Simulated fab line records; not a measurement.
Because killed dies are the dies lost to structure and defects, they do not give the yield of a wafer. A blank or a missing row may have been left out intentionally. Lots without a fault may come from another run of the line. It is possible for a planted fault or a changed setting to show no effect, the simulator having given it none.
fab line records	flow gf180mcu
[record] lots = 13	wafers = 39	lastDay = 34
route steps=602 shown NWELL@51 VT_IMPLANT@100 LVPWELL@138
lots that met no fault: taken from a fault-free run of the same line
startH: the number of hours between the record's first day and the start of the first shown wafer of the lot	waitH: hours since the lot's step before	" as in the row above	L1.1+2: a row that stands for several wafers	- either no value or no given start	* or withheld: withheld	< > ~ a bound
route shown NAME@n: names a module that has steps shown in the file, with the first one's number in the route	usual: average and standard deviation across the fault-free wafers	same: alike in all rows	chamber/n: place in a boat	sites: per-site readings	_std_site: the values' standard deviation	_edge_site: the outer-site mean with the inner-site mean subtracted	radiusMm: how far each site lies from the wafer's centre	mask NAME#n: copy n	behind: the most recent tool/chamber to have shaped the wafer	hold: what put the lot on hold/how long, in hours/how the hold closed	device: which transistor (n, p or np) failed to switch	end of line: the same wafers' tests at the end of the route	for a step that has no rows: nothing shown but its recipe	killed: count of dies lost to structure and defects at first sort (not the wafer's yield)	map: the dies of a wafer, with x for killed, . for not killed, _ for no die there
set.NAME: the setting the step ran with; set.NAME@STEP: the setting that earlier step ran with	model.NAME: the simulator's own value behind a step, which no gauge read
route steps across a sampled set of lots; one table per step, one row per wafer
services: the hour from which a tool's chamber was out of use, counted from the record's first day as startH (under 0 if before that day), plus the number of hours and why
[[steps]]
[step GF_NWELL_IMPLANT_09]
[recipe] species = P	energyKev = 157.7	doseCm2 = 4e+12	tiltDeg = 0
[usual] tiltDeg = -0.007/0.022
lot.wafer	tool	chamber	startH	waitH	tiltDeg
L302.2	implanter-01	0	65.39	0.1	0.002
L302.5	"	0	"	"	-0.013
L302.6	"	0	"	"	-0.004
L303.2	implanter-01	0	66.33	0.1	-0.007
L303.4	"	0	"	"	0.006
L303.6	"	0	"	"	-0.020
L305.1	implanter-01	0	79.06	0.1	-0.033
L305.3	"	0	"	"	-0.021
L305.4	"	0	"	"	-0.022
L306.1	implanter-01	0	82.41	0.1	-0.043
L306.3	"	0	"	"	0.015
L306.5	"	0	"	"	-0.013
L308.4	implanter-03	0	94.04	0.1	0.055
L308.5	"	0	"	"	-0.025
L308.6	"	0	"	"	0.040
L309.1	implanter-01	0	99.26	0.1	-0.031
L309.3	"	0	"	"	-0.033
L309.4	"	0	"	"	-0.023
L312.1	implanter-01	0	109.65	0.1	3.982
L312.2	"	0	"	"	3.999
L312.3	"	0	"	"	3.990
L316.2	implanter-01	0	131.79	0.1	3.953
L316.5	"	0	"	"	3.972
L316.6	"	0	"	"	3.980
L320.1	implanter-03	0	152.85	0.1	0.005
L320.3	"	0	"	"	0.011
L320.4	"	0	"	"	0.003
L321.1	implanter-02	0	158.20	0.1	-0.009
L321.3	"	0	"	"	-0.004
L321.5	"	0	"	"	-0.026
L323.1	implanter-02	0	171.19	0.1	0.020
L323.2	"	0	"	"	-0.031
L323.3	"	0	"	"	-0.003
L324.1	implanter-02	0	176.29	0.1	-0.001
L324.2	"	0	"	"	0.016
L324.5	"	0	"	"	0.024
L325.2	implanter-01	0	181.03	0.1	-0.024
L325.3	"	0	"	"	-0.002
L325.5	"	0	"	"	-0.001
[step GF_VT_IMPLANT_TW_MEAS_10]
[usual] VT_IMPLANT_TW = 569/5.8
lot.wafer	tool	chamber	startH	waitH	VT_IMPLANT_TW
L302.2	filmMetro-04	-	122.51	0.1	573
L302.5	"	-	"	"	571
L302.6	"	-	"	"	570
L303.2	filmMetro-02	-	123.32	0.1	566
L303.4	"	-	"	"	566
L303.6	"	-	"	"	568
L305.1	filmMetro-04	-	138.46	0.1	575
L305.3	"	-	"	"	570
L305.4	"	-	"	"	576
L306.1	filmMetro-04	-	142.20	0.1	573
L306.3	"	-	"	"	571
L306.5	"	-	"	"	571
L308.4	filmMetro-02	-	155.13	0.1	561
L308.5	"	-	"	"	564
L308.6	"	-	"	"	563
L309.1	filmMetro-02	-	161.04	0.1	560
L309.3	"	-	"	"	562
L309.4	"	-	"	"	563
L312.1	filmMetro-04	-	172.51	0.1	573
L312.2	"	-	"	"	571
L312.3	"	-	"	"	576
L316.2	filmMetro-01	-	196.95	0.1	559
L316.5	"	-	"	"	556
L316.6	"	-	"	"	558
L320.1	filmMetro-04	-	219.94	0.1	574
L320.3	"	-	"	"	576
L320.4	"	-	"	"	576
L321.1	filmMetro-04	-	225.90	0.1	576
L321.3	"	-	"	"	574
L321.5	"	-	"	"	577
L323.1	filmMetro-04	-	239.59	0.1	574
L323.2	"	-	"	"	574
L323.3	"	-	"	"	571
L324.1	filmMetro-04	-	245.90	0.1	573
L324.2	"	-	"	"	574
L324.5	"	-	"	"	572
L325.2	filmMetro-04	-	252.10	0.1	570
L325.3	"	-	"	"	571
L325.5	"	-	"	"	570
[step GF_VT_IMPLANT_STRIP_31]
[recipe] chemistry = O2/N2	powerW = 1400	pressureMtorr = 1500	platenTempC = 250	o2FlowSccm = 3000	n2FlowSccm = 300	overashFraction = 0.5
[usual] drypumpMotorCurrentA = 5.8/0.37	heaterPowerW = 344/19	oesProductAu = 0.716/0.0046	stripTimeToEndpointS = 12.65/0.039
lot.wafer	tool	chamber	startH	waitH	drypumpMotorCurrentA	heaterPowerW	oesProductAu	rfHoursCounterH	stripTimeToEndpointS
L302.2	plasmaAsher-02	0	152.59	0.1	5.4	318	0.708	57	12.67
L302.5	"	1	"	"	5.6	326	0.721	-	12.67
L302.6	"	0	"	"	5.4	327	0.715	-	12.64
L303.2	plasmaAsher-01	0	154.35	0.1	6.4	358	0.713	38	12.67
L303.4	"	0	"	"	6.4	347	0.711	-	12.62
L303.6	"	0	"	"	6.4	353	0.713	-	12.68
L305.1	plasmaAsher-01	0	170.16	0.1	6.5	350	0.717	39	12.68
L305.3	"	1	"	"	6.4	383	0.718	-	12.66
L305.4	"	0	"	"	6.4	362	0.714	-	12.70
L306.1	plasmaAsher-04	1	173.96	0.1	5.9	345	0.711	6	12.64
L306.3	"	1	"	"	5.9	343	0.713	-	12.63
L306.5	"	1	"	"	5.9	347	0.710	-	12.61
L308.4	plasmaAsher-01	1	187.68	0.1	6.4	379	0.717	-	12.64
L308.5	"	1	"	"	6.4	375	0.712	-	12.67
L308.6	"	0	"	"	6.4	349	0.722	-	12.68
L309.1	plasmaAsher-04	1	194.64	0.1	5.9	347	0.721	8	12.68
L309.3	"	1	"	"	5.9	357	0.720	-	12.69
L309.4	"	0	"	"	5.7	349	0.715	-	12.70
L312.1	plasmaAsher-02	0	206.15	0.1	5.4	328	0.718	63	12.64
L312.2	"	1	"	"	5.6	321	0.710	63	12.66
L312.3	"	1	"	"	5.6	337	0.702	-	12.64
L316.2	plasmaAsher-02	1	230.46	0.1	5.6	332	0.718	65	12.73
L316.5	"	1	"	"	5.6	326	0.710	-	12.69
L316.6	"	0	"	"	5.4	329	0.718	-	12.74
L320.1	plasmaAsher-04	0	255.80	0.1	5.7	343	0.714	15	12.56
L320.3	"	1	"	"	5.9	332	0.712	-	12.54
L320.4	"	0	"	"	5.7	356	0.708	-	12.58
L321.1	plasmaAsher-01	0	262.31	0.1	6.4	364	0.716	49	12.63
L321.3	"	0	"	"	6.5	359	0.708	-	12.62
L321.5	"	1	"	"	6.4	384	0.717	-	12.68
L323.1	plasmaAsher-01	1	277.35	0.1	6.4	382	0.722	50	12.70
L323.2	"	0	"	"	6.4	355	0.709	50	12.70
L323.3	"	1	"	"	6.4	380	0.730	-	12.70
L324.1	plasmaAsher-02	0	284.30	0.1	5.4	317	0.719	71	12.63
L324.2	"	1	"	"	5.5	325	0.724	71	12.58
L324.5	"	0	"	"	5.4	330	0.721	-	12.64
L325.2	plasmaAsher-04	0	290.04	0.1	5.8	343	0.723	18	12.64
L325.3	"	1	"	"	5.9	341	0.713	-	12.66
L325.5	"	0	"	"	5.8	350	0.714	-	12.65
[step GF_VT_IMPLANT_RS_MEAS_47]
[recipe] thkMeasGauge = four-point-probe
[usual] NWELL_RS = 487.8/1.3
lot.wafer	tool	chamber	startH	waitH	NWELL_RS[ohm/sq]
L302.2	filmMetro-01	-	169.14	0.1	488.0
L302.5	"	-	"	"	488.9
L302.6	"	-	"	"	489.2
L303.2	filmMetro-01	-	171.10	0.1	487.9
L303.4	"	-	"	"	487.6
L303.6	"	-	"	"	487.6
L305.1	filmMetro-03	-	186.38	0.1	490.2
L305.3	"	-	"	"	487.9
L305.4	"	-	"	"	489.6
L306.1	filmMetro-03	-	191.43	0.1	488.1
L306.3	"	-	"	"	487.2
L306.5	"	-	"	"	488.3
L308.4	filmMetro-03	-	204.64	0.1	487.5
L308.5	"	-	"	"	487.2
L308.6	"	-	"	"	486.1
L309.1	filmMetro-01	-	211.33	0.1	488.8
L309.3	"	-	"	"	490.3
L309.4	"	-	"	"	488.8
L312.1	filmMetro-01	-	223.32	0.1	480.0
L312.2	"	-	"	"	478.0
L312.3	"	-	"	"	478.6
L316.2	filmMetro-03	-	248.96	0.1	477.7
L316.5	"	-	"	"	479.4
L316.6	"	-	"	"	479.5
L320.1	filmMetro-01	-	275.63	0.1	486.8
L320.3	"	-	"	"	487.1
L320.4	"	-	"	"	488.1
L321.1	filmMetro-03	-	281.93	0.1	489.7
L321.3	"	-	"	"	490.6
L321.5	"	-	"	"	490.2
L323.1	filmMetro-03	-	296.39	0.1	488.0
L323.2	"	-	"	"	486.9
L323.3	"	-	"	"	488.0
L324.1	filmMetro-01	-	304.14	0.1	485.6
L324.2	"	-	"	"	486.3
L324.5	"	-	"	"	485.6
L325.2	filmMetro-02	-	310.15	0.1	488.4
L325.3	"	-	"	"	487.4
L325.5	"	-	"	"	487.7
[step GF_VT_IMPLANT_RS_MEAS_48]
[recipe] thkMeasGauge = four-point-probe
[usual] LVPWELL_RS = 1198/3.1
lot.wafer	tool	chamber	startH	waitH	LVPWELL_RS[ohm/sq]
L302.2	filmMetro-01	-	169.26	0.1	1198
L302.5	"	-	"	"	1200
L302.6	"	-	"	"	1197
L303.2	filmMetro-01	-	171.22	0.1	1197
L303.4	"	-	"	"	1199
L303.6	"	-	"	"	1199
L305.1	filmMetro-03	-	186.50	0.1	1199
L305.3	"	-	"	"	1198
L305.4	"	-	"	"	1196
L306.1	filmMetro-03	-	191.55	0.1	1203
L306.3	"	-	"	"	1199
L306.5	"	-	"	"	1200
L308.4	filmMetro-03	-	204.76	0.1	1200
L308.5	"	-	"	"	1199
L308.6	"	-	"	"	1197
L309.1	filmMetro-01	-	211.45	0.1	1195
L309.3	"	-	"	"	1195
L309.4	"	-	"	"	1198
L312.1	filmMetro-01	-	223.44	0.1	1195
L312.2	"	-	"	"	1198
L312.3	"	-	"	"	1195
L316.2	filmMetro-03	-	249.08	0.1	1197
L316.5	"	-	"	"	1198
L316.6	"	-	"	"	1197
L320.1	filmMetro-01	-	275.75	0.1	1196
L320.3	"	-	"	"	1193
L320.4	"	-	"	"	1195
L321.1	filmMetro-03	-	282.05	0.1	1204
L321.3	"	-	"	"	1204
L321.5	"	-	"	"	1202
L323.1	filmMetro-03	-	296.51	0.1	1199
L323.2	"	-	"	"	1201
L323.3	"	-	"	"	1199
L324.1	filmMetro-01	-	304.26	0.1	1202
L324.2	"	-	"	"	1198
L324.5	"	-	"	"	1202
L325.2	filmMetro-02	-	310.27	0.1	1193
L325.3	"	-	"	"	1196
L325.5	"	-	"	"	1193
[[services]]
tool	chamber	startH	hours	kind
implanter-03	-	88.01	1.9	repair
implanter-01	-	89.90	4.1	pm
implanter-01	-	103.38	4.1	repair
implanter-02	-	106.94	3.2	pm
plasmaAsher-04	-	108.80	9.0	pm
plasmaAsher-04	0	108.80	9.0	ventCycle
plasmaAsher-04	1	108.80	9.0	ventCycle
implanter-03	-	117.01	4.2	pm
implanter-01	-	117.06	6.6	repair
plasmaAsher-04	0	117.80	-	clean
plasmaAsher-04	1	117.80	-	clean
implanter-02	-	130.15	1.7	repair
implanter-02	-	132.13	0.8	repair
plasmaAsher-01	-	134.27	1.2	repair
implanter-01	-	170.47	3.1	pm
implanter-01	-	175.27	4.1	repair
implanter-03	-	175.65	13.4	repair
implanter-02	-	179.19	7.7	repair
implanter-01	-	208.59	1.0	repair
plasmaAsher-01	-	220.75	2.3	repair
implanter-03	-	251.35	0.7	repair
implanter-03	-	276.29	1.7	repair
plasmaAsher-01	-	280.59	0.7	repair
[[key]]
[firstSign] step = GF_NWELL_IMPLANT_09	reading = tiltDeg	direction = up	sigmas = 99+	usual = -0.007	struck = 3.979
[effect] step = GF_VT_IMPLANT_RS_MEAS_47	reading = NWELL_RS	direction = down	sigmas = 6.9	usual = 487.8	struck = 478.9
metAt GF_NWELL_IMPLANT_09
struckLots L312,L316
testerLeftOut L312,L316
notActingAt GF_VT_IMPLANT_TW_MEAS_10,GF_VT_IMPLANT_STRIP_31,GF_VT_IMPLANT_RS_MEAS_48
onsetBetween 99.26 109.65
[fault] kind = processParameterDrift	tool = implanter-01	chamber = -	onsetH = 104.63	steps = GF_NWELL_IMPLANT_09	channel = tiltDeg	offset = 3.9808	shape = step	endH = 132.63	actsIn = theseRecipesOnly	stated = 0
// testerLeftOut: of these lots the tester's yield and bins aren't shown, on N5 and GAA mostly nor the transistor test; their killed dies are dies lost to structure and defects alone, not to doping, threshold or leakage, so they don't give the yield
